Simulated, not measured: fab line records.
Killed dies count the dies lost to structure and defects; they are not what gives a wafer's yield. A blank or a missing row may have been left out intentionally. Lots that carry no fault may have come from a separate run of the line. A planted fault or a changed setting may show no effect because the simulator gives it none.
fab line records	flow sky130
[record] lots = 24	wafers = 72	lastDay = 51
route steps=708 shown FIELD_ISO@28 CONTACT@410 VIA2@522 METAL3@564
lots with no fault: from the same line, run without faults
startH: start of the lot's first displayed wafer, in hours after the record's first day	waitH: hours elapsed since this lot's preceding step	" the same as in the row above	L1.1+2: a single row standing in for several wafers	- no value, or no start given	* or withheld: withheld	< > ~ a bound
route shown NAME@n: NAME is a module with steps in the file, n the number in the route of the first one	usual: mean and standard deviation over wafers with no fault	same: alike in all rows	chamber/n: place in a boat	sites: the reading at each site	_std_site: standard deviation of those values	_edge_site: mean of outer sites minus mean of inner sites	radiusMm: for every site, how far away it sits from the centre of the wafer	mask NAME#n: copy n	behind: the most recent tool/chamber to have shaped the wafer	hold: what put the lot on hold/how long, in hours/how the hold closed	device: whichever transistor did not switch (one of n, p or np)	end of line: the tests these same wafers got at the end of their route	a step with no rows: only its recipe	killed: at the first sort, the dies lost to defects and structure; wafer yield is something else	map: per-die view of a wafer (x killed, . not killed, _ where there is no die)
set.NAME: the setting as run; set.NAME@STEP: as run at that earlier step	model.NAME: the simulator's own value behind a step, which no gauge read
one table for each step of the route and one row for each wafer, over a sample of lots
services: when a tool's chamber went out of use (startH, in hours from the record's first day, below 0 if earlier), for how many hours, and the reason
[[steps]]
[step SKY_FIELD_ISO_CMP_27]
[recipe] stopOn = Si3N4	tOverpolishS = 16	downForcePsi = 4	platenRpm = 60	targetThkNm = 457.8	padVelocityMS = 0.94248
[usual] motorCurrentA = 11.7/1.1	overpolishRunS = 16.001/0.0087	timeToEndpointS = 111/3.5
lot.wafer	tool	chamber	startH	waitH	motorCurrentA	overpolishRunS	timeToEndpointS
L074.1	cmp-01	1	32.06	0.0	11.0	16.015	111
L074.3	"	3	"	"	10.4	15.996	111
L074.2	"	0	"	"	14.1	15.991	109
L075.2	cmp-01	0	54.40	0.1	13.8	16.015	113
L075.3	"	2	"	"	10.7	16.015	110
L075.6	"	3	"	"	10.2	15.990	112
L077.1	cmp-02	1	55.39	0.0	12.7	16.020	114
L077.4	"	0	"	"	10.7	15.997	110
L077.5	"	2	"	"	11.4	16.007	111
L076.1	cmp-01	2	55.95	0.1	11.1	16.012	110
L076.5	"	0	"	"	14.0	16.009	107
L076.6	"	1	"	"	11.8	15.997	113
L079.4	cmp-02	0	60.28	0.1	10.9	16.016	109
L079.3	"	2	"	"	11.4	15.992	106
L079.5	"	3	"	"	12.1	16.004	112
L078.2	cmp-02	2	61.30	0.1	11.9	16.009	114
L078.4	"	3	"	"	12.6	16.016	119
L078.5	"	0	"	"	10.7	16.012	115
L080.3	cmp-02	1	64.68	0.1	13.0	15.997	117
L080.6	"	0	"	"	10.5	15.989	116
L080.5	"	1	"	"	12.6	15.986	115
L081.3	cmp-02	1	71.53	0.0	13.0	16.005	110
L081.1	"	3	"	"	12.0	16.002	114
L081.6	"	2	"	"	11.0	15.986	110
L082.2	cmp-02	2	75.82	0.1	11.0	16.009	116
L082.4	"	3	"	"	11.8	16.008	119
L082.5	"	1	"	"	12.6	15.990	114
L083.1	cmp-01	3	81.53	0.1	10.1	15.996	109
L083.2	"	1	"	"	11.0	16.002	111
L083.5	"	2	"	"	10.4	15.992	110
L084.3	cmp-02	3	82.73	0.1	11.6	15.999	114
L084.4	"	0	"	"	11.1	15.996	111
L084.6	"	2	"	"	11.6	16.009	110
L085.2	cmp-02	2	89.08	0.0	10.8	15.999	109
L085.1	"	3	"	"	12.0	16.008	114
L085.3	"	0	"	"	10.4	15.997	116
L086.4	cmp-01	2	98.26	0.0	10.8	15.996	108
L086.2	"	1	"	"	11.1	15.995	109
L086.6	"	2	"	"	10.7	16.009	108
L087.3	cmp-02	2	102.96	0.0	11.5	16.005	106
L087.4	"	1	"	"	12.6	15.992	112
L087.6	"	3	"	"	11.9	15.999	112
L088.1	cmp-02	0	107.10	0.1	10.9	15.992	109
L088.3	"	1	"	"	13.0	16.012	105
L088.6	"	3	"	"	12.1	16.015	108
L089.3	cmp-02	0	111.32	0.1	10.8	15.976	110
L089.2	"	2	"	"	11.7	15.995	107
L089.5	"	0	"	"	10.7	15.993	110
L090.3	cmp-02	1	118.75	0.1	12.3	16.003	112
L090.1	"	2	"	"	10.9	16.000	108
L090.4	"	3	"	"	11.8	15.993	115
L091.3	cmp-01	3	127.30	0.1	10.1	16.002	110
L091.5	"	0	"	"	13.9	15.995	114
L091.6	"	1	"	"	11.4	15.989	116
L092.4	cmp-02	1	127.47	0.3	12.9	15.993	110
L092.3	"	2	"	"	11.7	15.980	107
L092.6	"	1	"	"	12.6	15.996	109
L093.1	cmp-02	0	135.81	0.0	10.7	15.998	116
L093.2	"	1	"	"	12.2	16.014	112
L093.3	"	3	"	"	12.5	15.991	116
L094.1	cmp-02	0	141.38	0.0	10.1	15.997	115
L094.3	"	1	"	"	13.4	16.002	108
L094.2	"	3	"	"	12.4	16.006	114
L095.3	cmp-01	2	156.52	0.1	10.7	16.014	105
L095.1	"	3	"	"	11.1	16.002	102
L095.6	"	1	"	"	10.9	16.006	111
L097.1	cmp-02	3	163.77	0.1	12.3	16.005	117
L097.4	"	0	"	"	11.2	15.995	115
L097.2	"	1	"	"	12.6	15.996	114
L096.1	cmp-01	2	164.02	0.3	10.9	16.007	108
L096.3	"	0	"	"	13.6	15.999	110
L096.4	"	1	"	"	11.2	15.996	111
[step SKY_CONTACT_CMP_04]
[recipe] material = SiO2	downForcePsi = 4	platenRpm = 60	padVelocityMS = 0.94248
[usual] motorCurrentA = 11.7/1.3	timeToEndpointS = 82/3.4
lot.wafer	tool	chamber	startH	waitH	motorCurrentA	timeToEndpointS
L074.1	cmp-01	1	701.19	0.1	11.0	82
L074.2	"	3	"	"	10.3	82
L074.3	"	0	"	"	14.0	77
L075.2	cmp-01	1	734.61	0.1	11.0	82
L075.3	"	3	"	"	9.9	83
L075.6	"	1	"	"	11.1	86
L076.1	cmp-01	2	735.81	0.1	11.0	86
L076.6	"	0	"	"	14.2	82
L076.5	"	1	"	"	11.2	89
L077.4	cmp-02	0	737.04	0.0	11.0	79
L077.1	"	3	"	"	11.9	82
L077.5	"	1	"	"	12.8	80
L079.4	cmp-01	0	740.26	0.1	13.9	81
L079.3	"	1	"	"	11.4	87
L079.5	"	3	"	"	10.5	82
L078.4	cmp-01	3	744.03	0.1	10.4	83
L078.2	"	2	"	"	10.7	86
L078.5	"	3	"	"	9.9	87
L080.3	cmp-01	1	752.21	1.8	11.0	80
L080.5	"	1	"	"	10.8	82
L080.6	"	2	"	"	11.3	82
L081.3	cmp-02	0	763.74	0.1	10.5	83
L081.1	"	1	"	"	13.0	78
L081.6	"	3	"	"	12.2	80
L082.4	cmp-01	1	774.54	0.1	11.1	82
L082.2	"	3	"	"	10.5	77
L082.5	"	1	"	"	11.6	85
L084.3	cmp-01	3	779.45	0.1	10.3	79
L084.4	"	0	"	"	14.3	79
L084.6	"	2	"	"	10.8	79
L083.1	cmp-01	1	782.44	0.1	11.1	79
L083.2	"	3	"	"	9.9	79
L083.5	"	1	"	"	11.5	82
L085.1	cmp-01	2	784.48	0.1	11.0	83
L085.2	"	3	"	"	9.9	81
L085.3	"	0	"	"	14.4	80
L086.2	cmp-02	3	801.49	0.2	11.9	85
L086.4	"	1	"	"	13.1	82
L086.6	"	0	"	"	10.7	83
L087.4	cmp-02	1	812.14	0.0	12.9	78
L087.3	"	2	"	"	11.8	81
L087.6	"	2	"	"	11.5	78
L088.1	cmp-02	0	814.30	0.1	10.9	84
L088.3	"	2	"	"	11.3	82
L088.6	"	1	"	"	13.0	82
L089.3	cmp-02	0	821.51	0.1	10.6	85
L089.2	"	1	"	"	13.1	87
L089.5	"	3	"	"	11.9	87
L090.1	cmp-01	2	832.17	0.1	11.2	88
L090.3	"	3	"	"	10.8	80
L090.4	"	1	"	"	10.8	82
L091.3	cmp-01	3	837.24	0.0	10.2	78
L091.6	"	3	"	"	10.3	78
L091.5	"	0	"	"	14.9	76
L092.4	cmp-02	3	842.04	0.1	11.8	81
L092.3	"	1	"	"	13.2	79
L092.6	"	3	"	"	11.3	79
L093.2	cmp-01	3	856.88	0.0	10.7	80
L093.3	"	0	"	"	13.9	86
L093.1	"	1	"	"	11.4	78
L094.2	cmp-01	1	870.31	0.0	11.3	77
L094.1	"	2	"	"	10.2	76
L094.3	"	0	"	"	13.5	77
L095.3	cmp-01	2	887.02	0.1	11.4	77
L095.1	"	3	"	"	10.7	79
L095.6	"	2	"	"	10.8	84
L097.1	cmp-02	2	902.74	0.1	12.0	81
L097.4	"	3	"	"	11.9	89
L097.2	"	1	"	"	13.2	85
L096.4	cmp-01	3	905.06	0.1	10.3	77
L096.3	"	0	"	"	13.9	84
L096.1	"	1	"	"	11.6	87
[step SKY_CONTACT_SPUTTER_23]
[recipe] material = TiN	targetThkNm = 20	chamberPressurePa = 5	powerW = 4000	timeS = 80
[usual] throttleValvePct = 30.3/1
[same] timeS = 80
lot.wafer	tool	chamber	startH	waitH	throttleValvePct
L074.1	pvdSputter-01	-	730.20	0.0	29.7
L074.2	"	-	"	"	32.7
L074.3	"	-	"	"	30.9
L075.2	pvdSputter-03	-	762.39	0.0	31.0
L075.3	"	-	"	"	29.9
L075.6	"	-	"	"	28.9
L076.1	pvdSputter-03	-	763.50	0.0	31.0
L076.5	"	-	"	"	29.8
L076.6	"	-	"	"	29.9
L077.1	pvdSputter-01	-	764.74	0.0	30.8
L077.4	"	-	"	"	30.9
L077.5	"	-	"	"	30.4
L079.3	pvdSputter-03	-	767.89	0.0	30.2
L079.4	"	-	"	"	28.8
L079.5	"	-	"	"	30.2
L078.2	pvdSputter-03	-	771.64	0.0	28.7
L078.4	"	-	"	"	29.8
L078.5	"	-	"	"	29.9
L080.3	pvdSputter-02	-	779.84	0.0	30.4
L080.5	"	-	"	"	30.4
L080.6	"	-	"	"	28.9
L081.1	pvdSputter-03	-	791.83	0.0	29.9
L081.3	"	-	"	"	30.9
L081.6	"	-	"	"	31.4
L082.2	pvdSputter-01	-	802.44	0.0	29.5
L082.4	"	-	"	"	30.6
L082.5	"	-	"	"	30.5
L084.3	pvdSputter-02	-	806.65	0.0	28.9
L084.4	"	-	"	"	31.7
L084.6	"	-	"	"	31.6
L083.1	pvdSputter-02	-	810.35	0.0	30.6
L083.2	"	-	"	"	31.5
L083.5	"	-	"	"	30.2
L085.1	pvdSputter-01	-	812.90	0.0	30.8
L085.2	"	-	"	"	29.8
L085.3	"	-	"	"	30.3
L086.2	pvdSputter-02	-	829.40	0.0	28.7
L086.4	"	-	"	"	31.6
L086.6	"	-	"	"	31.6
L087.3	pvdSputter-03	-	839.14	0.0	31.2
L087.4	"	-	"	"	29.0
L087.6	"	-	"	"	29.7
L088.1	pvdSputter-02	-	841.45	0.0	30.5
L088.3	"	-	"	"	30.7
L088.6	"	-	"	"	31.6
L089.2	pvdSputter-02	-	848.64	0.0	30.2
L089.3	"	-	"	"	30.7
L089.5	"	-	"	"	31.7
L090.1	pvdSputter-01	-	859.60	0.0	29.6
L090.3	"	-	"	"	30.9
L090.4	"	-	"	"	30.8
L091.3	pvdSputter-03	-	863.91	0.0	28.5
L091.5	"	-	"	"	30.8
L091.6	"	-	"	"	29.7
L092.3	pvdSputter-03	-	869.13	0.0	30.0
L092.4	"	-	"	"	30.7
L092.6	"	-	"	"	30.3
L093.1	pvdSputter-02	-	884.29	0.0	30.5
L093.2	"	-	"	"	28.9
L093.3	"	-	"	"	31.6
L094.1	pvdSputter-02	-	897.34	0.0	30.6
L094.2	"	-	"	"	31.5
L094.3	"	-	"	"	29.0
L095.1	pvdSputter-03	-	913.59	0.0	28.7
L095.3	"	-	"	"	29.5
L095.6	"	-	"	"	31.1
L097.1	pvdSputter-03	-	928.49	0.0	30.2
L097.2	"	-	"	"	31.1
L097.4	"	-	"	"	28.6
L096.1	pvdSputter-02	-	930.91	0.0	31.4
L096.3	"	-	"	"	30.2
L096.4	"	-	"	"	30.2
[step SKY_VIA2_ETCH_15]
[recipe] target = SiO2	chemistry = C4F8/O2/Ar	targetDepthNm = 546	stopOn = TiN	maskMaterial = KrF-thick	sourceW = 1500	biasW = 1200	pressureMtorr = 40	c4f8FlowSccm = withheld	O2_flow_sccm = 6	Ar_flow_sccm = 300	timeS = 86.05
[usual] oesProductAu = 0.936/0.0054
[same] timeS = 86.05
lot.wafer	tool	chamber	startH	waitH	oesProductAu	rfHoursCounterH
L074.1	rieDiel-04	1	843.21	0.0	0.941	14
L074.2	"	0	"	"	0.934	8
L074.3	"	3	"	"	0.938	1
L075.2	rieDiel-03	2	875.16	0.0	0.930	9
L075.3	"	0	"	"	0.940	27
L075.6	"	2	"	"	0.934	-
L076.1	rieDiel-01	1	876.16	0.0	0.929	2
L076.5	"	0	"	"	0.929	-
L076.6	"	3	"	"	0.928	-
L077.1	rieDiel-03	3	876.51	0.0	0.930	24
L077.4	"	1	"	"	0.934	14
L077.5	"	1	"	"	0.942	-
L079.3	rieDiel-04	0	877.26	0.0	0.934	9
L079.4	"	2	"	"	0.940	8
L079.5	"	0	"	"	0.934	-
L078.2	rieDiel-04	0	882.06	0.0	0.929	9
L078.4	"	2	"	"	0.936	8
L078.5	"	0	"	"	0.934	-
L080.3	rieDiel-01	2	889.81	0.0	0.938	28
L080.5	"	1	"	"	0.943	-
L080.6	"	2	"	"	0.927	-
L081.1	rieDiel-01	3	902.21	0.0	0.920	16
L081.3	"	1	"	"	0.939	4
L081.6	"	1	"	"	0.938	-
L082.2	rieDiel-03	3	912.56	0.0	0.936	25
L082.4	"	2	"	"	0.940	-
L082.5	"	3	"	"	0.929	-
L084.3	rieDiel-03	1	915.11	0.0	0.937	15
L084.4	"	3	"	"	0.928	-
L084.6	"	2	"	"	0.939	-
L083.1	rieDiel-04	3	918.86	0.0	0.940	3
L083.2	"	1	"	"	0.924	16
L083.5	"	0	"	"	0.939	-
L085.1	rieDiel-04	2	920.96	0.0	0.943	9
L085.2	"	1	"	"	0.928	16
L085.3	"	0	"	"	0.937	10
L086.2	rieDiel-03	2	936.17	0.0	0.942	12
L086.4	"	3	"	"	0.940	26
L086.6	"	1	"	"	0.933	-
L087.3	rieDiel-04	3	946.31	0.0	0.936	4
L087.4	"	0	"	"	0.942	11
L087.6	"	1	"	"	0.933	-
L088.1	rieDiel-03	2	948.37	0.0	0.930	12
L088.3	"	3	"	"	0.933	26
L088.6	"	3	"	"	0.939	-
L089.2	rieDiel-01	2	956.07	0.0	0.937	1
L089.3	"	3	"	"	0.940	18
L089.5	"	3	"	"	0.938	-
L090.1	rieDiel-04	1	965.37	0.0	0.931	17
L090.3	"	3	"	"	0.930	4
L090.4	"	0	"	"	0.939	11
L091.3	rieDiel-04	3	967.06	0.0	0.934	4
L091.5	"	0	"	"	0.943	-
L091.6	"	1	"	"	0.925	-
L092.3	rieDiel-03	1	971.66	0.0	0.939	17
L092.4	"	0	"	"	0.933	1
L092.6	"	0	"	"	0.935	-
L093.1	rieDiel-04	0	991.31	0.0	0.934	12
L093.2	"	1	"	"	0.938	18
L093.3	"	3	"	"	0.938	5
L094.1	rieDiel-04	1	998.41	0.0	0.933	18
L094.2	"	0	"	"	0.936	12
L094.3	"	2	"	"	0.941	11
L095.1	rieDiel-04	2	1014.01	0.0	0.935	12
L095.3	"	0	"	"	0.942	13
L095.6	"	1	"	"	0.929	-
L097.1	rieDiel-01	3	1037.81	0.0	0.943	21
L097.2	"	0	"	"	0.931	22
L097.4	"	1	"	"	0.942	8
L096.1	rieDiel-04	1	1038.16	0.0	0.949	20
L096.3	"	3	"	"	0.948	7
L096.4	"	2	"	"	0.946	12
[step SKY_METAL3_OVL_MEAS_14]
[usual] METAL3_OVL = 3/5.3
lot.wafer	tool	chamber	startH	waitH	METAL3_OVL[nm]
L074.1	overlay-02	-	896.88	0.1	6
L074.2	"	-	"	"	4
L074.3	"	-	"	"	5
L075.2	overlay-02	-	926.70	0.1	6
L075.3	"	-	"	"	3
L075.6	"	-	"	"	-6
L076.1	overlay-02	-	928.68	0.1	0
L076.5	"	-	"	"	-3
L076.6	"	-	"	"	-1
L077.1	overlay-01	-	928.98	0.1	5
L077.4	"	-	"	"	-2
L077.5	"	-	"	"	-6
L079.3	overlay-01	-	929.54	0.1	1
L079.4	"	-	"	"	3
L079.5	"	-	"	"	7
L078.2	overlay-02	-	933.93	0.1	4
L078.4	"	-	"	"	4
L078.5	"	-	"	"	0
L080.3	overlay-01	-	941.75	0.1	9
L080.5	"	-	"	"	6
L080.6	"	-	"	"	0
L081.1	overlay-02	-	954.25	0.1	12
L081.3	"	-	"	"	14
L081.6	"	-	"	"	11
L082.2	overlay-02	-	964.13	0.1	-2
L082.4	"	-	"	"	4
L082.5	"	-	"	"	7
L084.3	overlay-01	-	965.84	0.1	0
L084.4	"	-	"	"	5
L084.6	"	-	"	"	4
L083.1	overlay-02	-	968.78	0.1	4
L083.2	"	-	"	"	1
L083.5	"	-	"	"	8
L085.1	overlay-01	-	970.08	0.1	-4
L085.2	"	-	"	"	-1
L085.3	"	-	"	"	1
L086.2	overlay-02	-	986.39	0.1	6
L086.4	"	-	"	"	9
L086.6	"	-	"	"	4
L087.3	overlay-01	-	995.25	0.1	6
L087.4	"	-	"	"	-3
L087.6	"	-	"	"	7
L088.1	overlay-02	-	996.23	0.1	8
L088.3	"	-	"	"	0
L088.6	"	-	"	"	1
L089.2	overlay-01	-	1004.78	0.1	-2
L089.3	"	-	"	"	0
L089.5	"	-	"	"	-4
L090.1	overlay-01	-	1013.96	0.1	-6
L090.3	"	-	"	"	-11
L090.4	"	-	"	"	-8
L091.3	overlay-01	-	1017.49	0.1	4
L091.5	"	-	"	"	3
L091.6	"	-	"	"	10
L092.3	overlay-01	-	1021.64	0.1	8
L092.4	"	-	"	"	-4
L092.6	"	-	"	"	-2
L093.1	overlay-01	-	1041.98	0.1	9
L093.2	"	-	"	"	7
L093.3	"	-	"	"	13
L094.1	overlay-01	-	1045.43	0.1	1
L094.2	"	-	"	"	9
L094.3	"	-	"	"	8
L095.1	overlay-01	-	1059.63	0.1	2
L095.3	"	-	"	"	2
L095.6	"	-	"	"	6
L097.1	overlay-02	-	1083.08	0.1	1
L097.2	"	-	"	"	-11
L097.4	"	-	"	"	-6
L096.1	overlay-01	-	1083.43	0.1	0
L096.3	"	-	"	"	-2
L096.4	"	-	"	"	5
[step SKY_METAL3_ETCH_16]
[recipe] chemistry = N2/H2	target = BARC	ionEnergyEv = 200	biasW = 100	pressureMtorr = 30	n2FlowSccm = 100	h2FlowSccm = 200	icpW = 500	stopOn = SiO2	timeS = 88.2	targetDepthA = 600
[usual] drypumpMotorCurrentA = 5.8/0.36	oesProductAu = 0.626/0.0047	throttleValvePct = 13.205/0.0091
[same] timeS = 88.2
lot.wafer	tool	chamber	startH	waitH	drypumpMotorCurrentA	oesProductAu	rfHoursCounterH	throttleValvePct
L074.1	rieMetal-02	0	896.95	0.0	6.3	0.623	9	13.214
L074.2	"	1	"	"	5.3	0.624	3	13.209
L074.3	"	1	"	"	5.3	0.629	-	13.202
L075.2	rieMetal-01	0	926.77	0.0	5.5	0.629	14	13.219
L075.3	"	0	"	"	5.5	0.631	-	13.216
L075.6	"	0	"	"	5.5	0.627	-	13.198
L076.1	rieMetal-02	1	928.75	0.0	5.3	0.622	4	13.203
L076.5	"	0	"	"	6.3	0.630	-	13.206
L076.6	"	1	"	"	5.3	0.618	-	13.218
L077.1	rieMetal-01	0	929.05	0.0	5.6	0.625	14	13.197
L077.4	"	1	"	"	6.2	0.625	-	13.181
L077.5	"	0	"	"	5.6	0.625	-	13.209
L079.3	rieMetal-01	1	929.63	0.0	6.2	0.626	-	13.212
L079.4	"	0	"	"	5.5	0.632	-	13.197
L079.5	"	0	"	"	5.5	0.628	-	13.208
L078.2	rieMetal-04	1	934.00	0.0	5.8	0.619	20	13.209
L078.4	"	1	"	"	5.7	0.622	-	13.196
L078.5	"	0	"	"	6.0	0.629	-	13.205
L080.3	rieMetal-02	1	941.83	0.0	5.3	0.628	-	13.213
L080.5	"	1	"	"	5.3	0.627	-	13.204
L080.6	"	0	"	"	6.3	0.623	-	13.205
L081.1	rieMetal-02	1	954.35	0.1	5.3	0.633	6	13.191
L081.3	"	1	"	"	5.3	0.628	-	13.197
L081.6	"	1	"	"	5.3	0.623	-	13.202
L082.2	rieMetal-01	0	964.20	0.0	5.5	0.620	16	13.197
L082.4	"	1	"	"	6.2	0.628	-	13.202
L082.5	"	1	"	"	6.2	0.627	-	13.195
L084.3	rieMetal-04	0	965.99	0.1	6.0	0.627	-	13.199
L084.4	"	0	"	"	6.0	0.625	-	13.195
L084.6	"	0	"	"	6.0	0.623	-	13.200
L083.1	rieMetal-02	1	968.85	0.0	5.3	0.618	7	13.206
L083.2	"	0	"	"	6.3	0.633	11	13.213
L083.5	"	1	"	"	5.3	0.630	-	13.190
L085.1	rieMetal-02	1	970.15	0.0	5.3	0.623	7	13.213
L085.2	"	0	"	"	6.3	0.632	11	13.217
L085.3	"	1	"	"	5.3	0.626	-	13.213
L086.2	rieMetal-02	0	986.45	0.0	6.3	0.628	12	13.203
L086.4	"	1	"	"	5.3	0.626	-	13.214
L086.6	"	1	"	"	5.3	0.634	-	13.205
L087.3	rieMetal-04	0	995.34	0.0	6.0	0.627	-	13.216
L087.4	"	1	"	"	5.7	0.624	-	13.212
L087.6	"	1	"	"	5.8	0.623	-	13.198
L088.1	rieMetal-02	0	996.30	0.0	6.3	0.631	12	13.222
L088.3	"	1	"	"	5.3	0.625	-	13.214
L088.6	"	1	"	"	5.3	0.631	-	13.196
L089.2	rieMetal-01	0	1004.85	0.0	5.6	0.625	17	13.214
L089.3	"	1	"	"	6.2	0.630	-	13.210
L089.5	"	0	"	"	5.5	0.632	-	13.201
L090.1	rieMetal-01	0	1014.03	0.0	5.5	0.618	18	13.207
L090.3	"	0	"	"	5.5	0.622	-	13.209
L090.4	"	1	"	"	6.2	0.628	-	13.215
L091.3	rieMetal-04	0	1017.58	0.0	6.0	0.627	-	13.201
L091.5	"	1	"	"	5.8	0.621	-	13.203
L091.6	"	0	"	"	6.0	0.628	-	13.191
L092.3	rieMetal-04	1	1021.73	0.0	5.7	0.623	-	13.199
L092.4	"	0	"	"	6.0	0.630	-	13.198
L092.6	"	1	"	"	5.8	0.631	-	13.199
L093.1	rieMetal-01	0	1042.05	0.0	5.5	0.631	19	13.192
L093.2	"	1	"	"	6.2	0.622	10	13.221
L093.3	"	0	"	"	5.5	0.630	-	13.209
L094.1	rieMetal-04	0	1045.50	0.0	6.0	0.619	10	13.217
L094.2	"	1	"	"	5.8	0.621	4	13.202
L094.3	"	1	"	"	5.8	0.626	-	13.211
L095.1	rieMetal-04	1	1059.70	0.0	5.8	0.633	5	13.207
L095.3	"	0	"	"	6.0	0.629	-	13.221
L095.6	"	0	"	"	6.0	0.624	-	13.201
L097.1	rieMetal-02	1	1083.15	0.0	5.3	0.628	12	13.199
L097.2	"	0	"	"	6.3	0.628	19	13.213
L097.4	"	1	"	"	5.3	0.630	-	13.203
L096.1	rieMetal-04	1	1083.50	0.0	5.7	0.616	6	13.216
L096.3	"	1	"	"	5.7	0.618	-	13.186
L096.4	"	0	"	"	5.9	0.627	-	13.205
[[services]]
tool	chamber	startH	hours	kind
cmp-02	-	13.53	4.9	pm
cmp-02	-	31.10	4.0	repair
cmp-01	-	60.82	6.2	pm
cmp-01	-	67.01	4.0	pm
cmp-01	-	137.64	1.0	repair
cmp-01	-	194.59	0.6	repair
cmp-01	-	229.80	2.1	repair
cmp-02	-	232.00	4.0	pm
cmp-02	-	260.55	6.2	pm
cmp-01	-	271.73	5.8	pm
cmp-01	-	277.62	2.7	repair
cmp-01	-	280.64	11.5	repair
cmp-01	-	286.38	1.3	repair
cmp-01	-	322.72	1.5	repair
cmp-02	-	330.42	2.8	repair
cmp-01	-	340.78	2.4	repair
cmp-02	-	382.53	5.4	pm
cmp-01	-	407.01	4.0	pm
cmp-01	-	525.94	1.8	repair
cmp-02	-	528.09	1.0	repair
cmp-01	-	536.06	0.9	repair
cmp-02	-	550.14	0.5	repair
cmp-02	-	563.45	2.6	repair
cmp-02	-	572.00	4.0	pm
[[key]]
fault none
